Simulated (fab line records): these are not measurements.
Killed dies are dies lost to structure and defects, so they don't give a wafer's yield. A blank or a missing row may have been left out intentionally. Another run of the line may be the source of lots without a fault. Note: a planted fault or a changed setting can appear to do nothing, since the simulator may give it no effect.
2 desks, one fault | flow gf180mcu | each desk has only its own numbers; what lay behind them comes last

== METROLOGY DESK ==
What the gauges read, lot by lot, whatever tool the lot ran on: means of the sampled wafers that have a number. A lot is out of limits, marked OUT, if its mean lies more than 4 standard deviations from the usual mean; the brackets give that distance.
Columns: A = TOP_METAL_ALCU_THK at GF_TOP_METAL_THK_MEAS_06, usual 908 nm
lot  | first seen here | A
L783 | day 27 01:17    | 897
L785 | day 27 20:36    | 911
L787 | day 28 14:11    | 911
L789 | day 29 02:29    | 916
L790 | day 29 11:46    | 919
L791 | day 29 22:39    | 910
L792 | day 30 02:10    | 909
L793 | day 30 16:17    | 915
L796 | day 31 08:02    | 901
L797 | day 31 11:16    | 914
L801 | day 32 08:25    | 924
L802 | day 32 15:21    | 891
L806 | day 33 11:32    | 914
Result from this desk: across the 13 lots, nothing is out of limits.

== FOR THE TOOL OWNER'S DESK: pvdSputter-01 ==
The tool's own readings at GF_V4_SPUTTER_21 (material Ti, target thk 15 nm, time 80.02 s): means of the sampled wafers that have a number, for each lot that ran on this tool. A lot is out of limits, marked OUT, if its mean lies more than 4 standard deviations from the usual mean; the brackets give that distance.
Columns: A = throttleValvePct at GF_V4_SPUTTER_21, usual 30.3 %
lot  | first seen here | A
L783 | day 24 06:02    | 31.5
L785 | day 25 02:56    | 30.9
L790 | day 26 19:32    | 31.3
L791 | day 27 08:43    | 31.1
L792 | day 27 11:22    | 30.8
L796 | day 28 21:22    | 31.0
L806 | day 31 06:13    | 31.0
Result from this desk: across the 7 lots, nothing is out of limits.

== ALL TOGETHER ==
From the metrology desk's view, nothing was out of limits.
The desk of the tool owner found nothing out of limits.

== WHAT THE SIMULATOR PUT IN ==
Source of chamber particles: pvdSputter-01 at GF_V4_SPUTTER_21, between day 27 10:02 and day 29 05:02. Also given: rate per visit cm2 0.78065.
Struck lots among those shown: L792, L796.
